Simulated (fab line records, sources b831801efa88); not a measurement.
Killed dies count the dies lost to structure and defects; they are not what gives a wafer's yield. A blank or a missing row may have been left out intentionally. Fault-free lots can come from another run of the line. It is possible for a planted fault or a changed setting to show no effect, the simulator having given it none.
A lot that was struck, set against a sound lot :: flow sky130 :: 15 out of 708 route steps
Sound: these wafers, L361.3, L361.4, L361.6. Struck: wafer L368.2. (L368.5 of the same lot was not struck and is left out.) The cause comes at the end.
Order at every step that has rows: each side's tool, ch and its chambers, its first start. Under that, the readings that differ: sound wafers :: struck wafers :: difference of the means :: sigmas: that difference in standard deviations of wafers without a fault.
alike: same words and numbers on both sides, and readings whose means sit less than 2 such deviations apart. not compared: any withheld reading, any reading some wafer has no value for, any bound like >300 that may hide the same value, and any number with overlapping values for which the record gives no deviation.
The two part at a step that has a row with sigmas, a row that says differs or no value, or rows on one side only. Non-overlapping numbers with no deviation appear without sigmas and do not part them. A reading missing from all wafers of one side parts the sides only when that side holds two or more wafers.

first, 3 steps without rows for these wafers: SKY_CONTACT_EXPOSE_11 (exposes mask CTM1, target cd 170 nm); SKY_CONTACT_PEB_12; SKY_CONTACT_DEVELOP_13 (develop time 60 s).
SKY_CONTACT_CD_MEAS_14: the cd target is 170 nm.
  struck on cd-sem-01, day 36 08:02; sound on cd-sem-01, day 33 16:11
  alike: cd-nm
SKY_CONTACT_OVL_MEAS_15:
  struck on overlay-01, day 36 08:08; sound on overlay-01, day 33 16:17
  alike: CONTACT_OVL
SKY_CONTACT_ETCH_16: etches BARC in N2/H2, stops on SiO2, time 45.9 s, target depth 60 nm.
  sound on rie-diel-02 ch 1,2, day 33 16:18; struck on rie-diel-03 ch 2, day 36 08:10
  alike: drypump-motor-current-A, n2-flow-sccm, oes-product-au, throttle-valve-pct
  not compared: rf-hours-counter-h
SKY_CONTACT_ETCH_17: etches SiO2 in C4F8/O2/Ar, stops on Si3N4, target depth 340 nm.
  sound on rie-diel-02 ch 1,2, day 33 16:20; struck on rie-diel-03 ch 2, day 36 08:13
  alike: oes-product-au
SKY_CONTACT_ETCH_18: etches Si3N4 in CHF3/O2, stops on TiN, time 39 s, target depth 75 nm.
  sound: rie-diel-02 ch 1,2; struck: rie-diel-03 ch 2
  alike: drypump-motor-current-A, oes-product-au, throttle-valve-pct
  not compared: rf-hours-counter-h
SKY_CONTACT_STRIP_19: strips in O2/N2.
  sound on plasma-asher-02 ch 0,1, day 33 16:28; struck on plasma-asher-02 ch 1, day 36 08:18
reading: n2-flow-sccm (sccm)
sound: 300.4 299.2 299.8
struck: 301.8
difference: +2.0
sigmas: +2

reading: oes-product-au (a.u.)
sound: 0.380 0.386 0.381
struck: 0.372
difference: -0.010
sigmas: -2

reading: rf-hours-counter-h (h)
sound: - - -
struck: 8
difference: no value on the sound wafers
sigmas: 
  alike: drypump-motor-current-A, strip-time-to-endpoint-s
then, 3 steps without rows for these wafers: SKY_CONTACT_STRIP_20 (strips in post etch residue remover, time 1200 s); SKY_CONTACT_CLEAN_21 (cleans in IPA, time 180 s); SKY_CONTACT_CLEAN_22 (cleans in O3/DIW).
SKY_CONTACT_SPUTTER_23: material TiN, target thk 20 nm, time 80 s.
  struck on pvd-sputter-02, day 36 08:53; sound on pvd-sputter-02, day 33 17:02
reading: model.TiN_of_CONTACT_SPUTTER_23.thk-nm (nm)
sound: 19.77 19.99 20.14
struck: 25.24
difference: +5.27
sigmas: 
  alike: throttle-valve-pct
SKY_CONTACT_CVD_24: deposits W, target thk 340 nm, time 102.12 s.
  sound on cvd-w-02 ch 0,1, day 33 17:08; struck on cvd-w-02 ch 1, day 36 08:58
  alike: heater-power-w
-- the record jumps here: 13 days lie between the struck wafers' starts before and after (it left off in module CONTACT and takes up again in module PAD_OPEN, whose first step shown is number 708 of the route) --
SKY_PAD_OPEN_PROBE_99:
  struck on prober-01, day 49 08:12; sound on prober-02, day 47 05:28
  alike: killed_at_M0_to_M3, killed_at_M4_up, killed-at-contacts, killed-at-front-end, killed-at-other, killed-dies, killed-open, killed-short

== WHERE THEY PART ==
Only at SKY_CONTACT_STRIP_19, as far as this record shows. Later steps at which nothing parts them and some readings are alike: SKY_CONTACT_SPUTTER_23, SKY_CONTACT_CVD_24, SKY_PAD_OPEN_PROBE_99.

WHY: what had been put in by the simulator
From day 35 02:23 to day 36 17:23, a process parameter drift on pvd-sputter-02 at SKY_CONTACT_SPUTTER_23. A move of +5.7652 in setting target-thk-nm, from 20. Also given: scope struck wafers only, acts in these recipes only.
